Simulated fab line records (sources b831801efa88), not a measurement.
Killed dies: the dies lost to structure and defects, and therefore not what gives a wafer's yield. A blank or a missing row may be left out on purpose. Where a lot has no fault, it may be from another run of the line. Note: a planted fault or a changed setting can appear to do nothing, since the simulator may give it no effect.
fab line records ; flow sky130
[record] lots = 14; wafers = 42; lastDay = 51
route steps=708 shown NWELL@66
lots with no fault: from the same line, run without faults
startH: hours from the record's opening day to when the first of the lot's shown wafers began ; waitH: how many hours have passed since the lot's step before this one ; " repeats the value in the row above ; L1.1+2: one row covering several wafers at once ; - value missing, or start not given ; * or withheld: withheld ; < > ~ a bound
route shown NAME@n: a module of which the file shows steps, and the number in the route of the first ; usual: the fault-free wafers' mean and standard deviation ; same: alike in all rows ; chamber/n: place in a boat ; sites: each site's reading ; _std_site: the values' standard deviation ; _edge_site: outer sites' mean less inner sites' ; radiusMm: for every site, how far away it sits from the centre of the wafer ; mask NAME#n: copy n ; behind: the tool/chamber that last shaped the wafer ; hold: reason for holding the lot/hours on hold/outcome of the hold ; device: transistor that didn't switch, given as n, p or np ; end of line: the same wafers' tests at the end of the route ; a step given without rows: its recipe and nothing more ; killed: dies lost to structure and defects at the first sort, not the wafer's yield ; map: per-die view of a wafer (x killed, . not killed, _ where there is no die)
set.NAME: setting as actually run; set.NAME@STEP: the setting as run at that earlier step ; model.NAME: the simulator's own value behind a step, which no gauge read
the route's steps for a sample of lots (tables are steps, rows are wafers)
services: a tool's chamber out of use, with start hour (startH, from the record's first day; less than 0 if before it), hours out, and reason
[[steps]]
[step SKY_NWELL_IMPLANT_13]
[recipe] species = P; energyKev = 50; doseCm2 = 7e+11; tiltDeg = withheld
[usual] beamOnS = 10.02/0.18; doseIonsCm2 = 7e+11/7.7e+08; faradayCurrentUA = 3.94/0.071
lot.wafer;tool;chamber;startH;waitH;beamOnS;doseIonsCm2;faradayCurrentUA
L187.1;implanter-01;0;93.97;0.1;10.11;6.991e+11;3.90
L187.2;implanter-01;0;93.97;0.1;9.86;7.002e+11;4.00
L187.6;implanter-01;0;93.97;0.1;9.92;6.993e+11;3.96
L188.2;implanter-01;0;102.73;0.1;10.11;7.01e+11;3.92
L188.4;implanter-01;0;102.73;0.1;9.82;7.008e+11;4.00
L188.5;implanter-01;0;102.73;0.1;9.79;6.997e+11;4.04
L189.2;implanter-04;0;109.73;0.1;10.11;7.013e+11;3.90
L189.4;implanter-04;0;109.73;0.1;10.20;7e+11;3.89
L189.6;implanter-04;0;109.73;0.1;10.00;7.007e+11;3.94
L191.2;implanter-04;0;117.58;0.1;9.81;6.983e+11;4.02
L191.3;implanter-04;0;117.58;0.1;10.05;6.985e+11;3.93
L191.6;implanter-04;0;117.58;0.1;10.41;6.987e+11;3.79
L193.2;implanter-01;0;126.63;0.1;10.23;7.001e+11;3.87
L193.3;implanter-01;0;126.63;0.1;10.22;7.003e+11;3.86
L193.5;implanter-01;0;126.63;0.1;9.98;7.007e+11;3.95
L194.1;implanter-01;0;135.66;0.1;9.64;6.995e+11;4.10
L194.2;implanter-01;0;135.66;0.1;10.06;6.994e+11;3.93
L194.6;implanter-01;0;135.66;0.1;9.60;7.01e+11;4.09
L195.2;implanter-03;0;142.48;0.1;9.85;6.99e+11;4.02
L195.3;implanter-03;0;142.48;0.1;9.93;6.999e+11;3.96
L195.6;implanter-03;0;142.48;0.1;10.17;6.987e+11;3.89
L196.1;implanter-01;0;147.36;0.1;9.75;6.991e+11;4.03
L196.2;implanter-01;0;147.36;0.1;9.98;7e+11;3.94
L196.4;implanter-01;0;147.36;0.1;10.27;6.988e+11;3.83
L197.1;implanter-01;0;150.82;0.1;10.23;7.016e+11;3.88
L197.2;implanter-01;0;150.82;0.1;9.83;7.002e+11;4.02
L197.5;implanter-01;0;150.82;0.1;10.36;7.009e+11;3.80
L199.2;implanter-01;0;160.38;0.1;10.03;5.332e+11;2.99
L199.3;implanter-01;0;160.38;0.1;9.73;5.323e+11;3.08
L199.4;implanter-01;0;160.38;0.1;10.35;5.326e+11;2.92
L198.1;implanter-03;0;161.47;0.1;10.29;7.007e+11;3.83
L198.2;implanter-03;0;161.47;0.1;9.96;7.002e+11;3.95
L198.3;implanter-03;0;161.47;0.1;9.78;7.008e+11;4.04
L200.1;implanter-01;0;166.02;0.1;10.09;5.32e+11;2.98
L200.3;implanter-01;0;166.02;0.1;9.98;5.331e+11;3.01
L200.6;implanter-01;0;166.02;0.1;10.06;5.336e+11;2.99
L202.1;implanter-04;0;180.41;0.1;10.02;7.002e+11;3.95
L202.2;implanter-04;0;180.41;0.1;9.81;7.017e+11;4.00
L202.6;implanter-04;0;180.41;0.1;9.92;7.002e+11;3.99
L209.2;implanter-03;0;231.13;0.1;9.88;7.003e+11;4.03
L209.3;implanter-03;0;231.13;0.1;9.79;6.987e+11;4.03
L209.5;implanter-03;0;231.13;0.1;10.01;6.995e+11;3.95
[step SKY_NWELL_RS_MEAS_29]
[recipe] thkMeasGauge = four-point-probe
[usual] NWELL_RS = 624.3/1.6
lot.wafer;tool;chamber;startH;waitH;NWELL_RS[ohm/sq]
L187.1;filmMetro-01;-;111.58;0.1;623.6
L187.2;filmMetro-01;-;111.58;0.1;623.6
L187.6;filmMetro-01;-;111.58;0.1;623.8
L188.2;filmMetro-04;-;121.34;0.1;624.8
L188.4;filmMetro-04;-;121.34;0.1;626.0
L188.5;filmMetro-04;-;121.34;0.1;625.3
L189.2;filmMetro-01;-;129.09;0.1;626.3
L189.4;filmMetro-01;-;129.09;0.1;626.7
L189.6;filmMetro-01;-;129.09;0.1;627.2
L191.2;filmMetro-02;-;137.29;0.1;626.3
L191.3;filmMetro-02;-;137.29;0.1;626.1
L191.6;filmMetro-02;-;137.29;0.1;625.9
L193.2;filmMetro-02;-;146.69;0.1;625.9
L193.3;filmMetro-02;-;146.69;0.1;625.6
L193.5;filmMetro-02;-;146.69;0.1;624.1
L194.1;filmMetro-04;-;155.52;0.1;623.8
L194.2;filmMetro-04;-;155.52;0.1;623.7
L194.6;filmMetro-04;-;155.52;0.1;623.5
L195.2;filmMetro-02;-;162.59;0.1;622.5
L195.3;filmMetro-02;-;162.59;0.1;622.9
L195.6;filmMetro-02;-;162.59;0.1;624.4
L196.1;filmMetro-04;-;167.57;0.1;626.9
L196.2;filmMetro-04;-;167.57;0.1;624.4
L196.4;filmMetro-04;-;167.57;0.1;624.7
L197.1;filmMetro-01;-;171.32;0.1;625.3
L197.2;filmMetro-01;-;171.32;0.1;624.2
L197.5;filmMetro-01;-;171.32;0.1;622.6
L199.2;filmMetro-04;-;182.19;0.2;629.9
L199.3;filmMetro-04;-;182.19;0.2;631.8
L199.4;filmMetro-04;-;182.19;0.2;630.4
L198.1;filmMetro-02;-;183.92;0.1;623.3
L198.2;filmMetro-02;-;183.92;0.1;623.6
L198.3;filmMetro-02;-;183.92;0.1;624.1
L200.1;filmMetro-04;-;188.73;0.2;628.4
L200.3;filmMetro-04;-;188.73;0.2;628.3
L200.6;filmMetro-04;-;188.73;0.2;630.2
L202.1;filmMetro-02;-;203.37;0.1;623.3
L202.2;filmMetro-02;-;203.37;0.1;623.5
L202.6;filmMetro-02;-;203.37;0.1;621.6
L209.2;filmMetro-04;-;255.36;0.1;624.9
L209.3;filmMetro-04;-;255.36;0.1;624.6
L209.5;filmMetro-04;-;255.36;0.1;625.6
[[services]]
tool;chamber;startH;hours;kind
implanter-04;-;80.06;1.2;repair
implanter-03;-;104.06;4.5;pm
implanter-01;-;153.37;4.5;pm
implanter-01;-;184.47;11.2;pm
implanter-03;-;220.37;1.2;repair
[[key]]
[firstSign] step = SKY_NWELL_IMPLANT_13; reading = doseIonsCm2; direction = down; sigmas = 99+; usual = *; struck = *
[effect] step = SKY_NWELL_IMPLANT_13; reading = faradayCurrentUA; direction = down; sigmas = 13; usual = 3.94; struck = 3.00
[effect] step = SKY_NWELL_RS_MEAS_29; reading = NWELL_RS; direction = up; sigmas = 3.4; usual = 624.3; struck = 629.9
metAt SKY_NWELL_IMPLANT_13
struckLots L199,L200
testerLeftOut L199,L200
onsetBetween 150.82 160.38
[fault] kind = processParameterDrift; tool = implanter-01; chamber = -; onsetH = 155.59; steps = SKY_NWELL_IMPLANT_13; channel = doseCm2; offset = *; shape = step; endH = 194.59; actsIn = *; stated = *
// testerLeftOut: of these lots the tester's yield and bins aren't shown, on N5 and GAA mostly nor the transistor test; their killed dies are dies lost to structure and defects alone, not to doping, threshold or leakage, so they don't give the yield
